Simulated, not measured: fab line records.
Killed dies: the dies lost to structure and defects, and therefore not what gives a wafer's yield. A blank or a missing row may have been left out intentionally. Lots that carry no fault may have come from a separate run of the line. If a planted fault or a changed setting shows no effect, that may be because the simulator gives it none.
Comparing a struck lot with a sound one -- flow sky130 -- 14 steps out of a route of 708
Sound: wafers L226.1, L226.3, L226.4. Wafers L217.2, L217.5, L217.6 were the ones struck. The cause comes at the end.
Each step with rows lists, per side, the tool, then ch with its chambers, then its first start. Under that, the readings that differ: sound wafers -- struck wafers -- difference of the means -- sigmas: that difference in standard deviations of wafers without a fault.
alike: words and numbers the same on both sides, and readings whose means are apart by under 2 such deviations; not compared: readings that were withheld, readings missing a value for some wafer, numbers with overlapping values and no deviation given by the record, and bounds like >300 which may hide the same value.
The two part at a step that has a row with sigmas, a row that says differs or no value, or rows on one side only. Non-overlapping numbers with no deviation appear without sigmas and do not part them. A reading missing from all wafers of one side parts the sides only when that side holds two or more wafers.

SKY_LI_CONTACT_RS_MEAS_22: the measuring method here is four-point-probe.
  sound: filmMetro-04 at day 35 04:43; struck: filmMetro-01 at day 32 06:54
  alike: LI_CONTACT_W_RS
SKY_LI_CONTACT_THK_MEAS_23: measures by xrf.
  sound: filmMetro-04 at day 35 04:50; struck: filmMetro-01 at day 32 07:01
  alike: LI_CONTACT_W_THK
SKY_LI_CONTACT_CMP_24: polishes, stops on PSG, t overpolish 20 s, target thk 0 nm.
  sound on cmp-01 ch 0,2,3, day 35 04:54; struck on cmp-02 ch 0,3, day 32 07:07
  alike: edgeZonePressureFrac, motorCurrentA, overpolishRunS, retainingRingPressureFrac, timeToEndpointS
SKY_LOCAL_INTERCONNECT_SPUTTER_00: material TiN, target thk 100 nm, time 83.3 s.
  sound: pvdSputter-04 at day 35 05:12; struck: pvdSputter-03 at day 32 07:22
  alike: throttleValvePct
SKY_LOCAL_INTERCONNECT_RS_MEAS_01: the measuring method here is four-point-probe.
  sound: filmMetro-02 at day 35 05:16; struck: filmMetro-02 at day 32 07:27
  alike: LOCAL_INTERCONNECT_TIN_RS
SKY_LOCAL_INTERCONNECT_THK_MEAS_02: measures by xrf.
  sound: filmMetro-02 at day 35 05:23; struck: filmMetro-02 at day 32 07:34
  alike: LOCAL_INTERCONNECT_TIN_THK
then, 6 steps without rows for these wafers: SKY_LOCAL_INTERCONNECT_DEHYDRATE_03 (time 60 s); SKY_LOCAL_INTERCONNECT_HMDS_04 (prime time 60 s); SKY_LOCAL_INTERCONNECT_COAT_05 (resist thk 60 nm); SKY_LOCAL_INTERCONNECT_COAT_06 (resist thk 450 nm); SKY_LOCAL_INTERCONNECT_SOFTBAKE_07 (time 90 s); SKY_LOCAL_INTERCONNECT_EXPOSE_08 (exposes mask LI1M, target cd 170 nm).
SKY_LOCAL_INTERCONNECT_PEB_09:
  struck on lithoTrack-02, day 33 10:00; sound on lithoTrack-03 ch 0, day 36 07:00
reading,sound,struck,difference,sigmas
exhaustPa (Pa),45.9 45.1 45.0,- - -,no value on the struck wafers,
  not compared: chillPlateTempC, resistLineTempC
then, 1 step without rows for these wafers: SKY_LOCAL_INTERCONNECT_DEVELOP_10 (develop time 60 s).

## WHERE THEY PART
Only at SKY_LOCAL_INTERCONNECT_PEB_09, within this record.

WHY: the cause the simulator had injected
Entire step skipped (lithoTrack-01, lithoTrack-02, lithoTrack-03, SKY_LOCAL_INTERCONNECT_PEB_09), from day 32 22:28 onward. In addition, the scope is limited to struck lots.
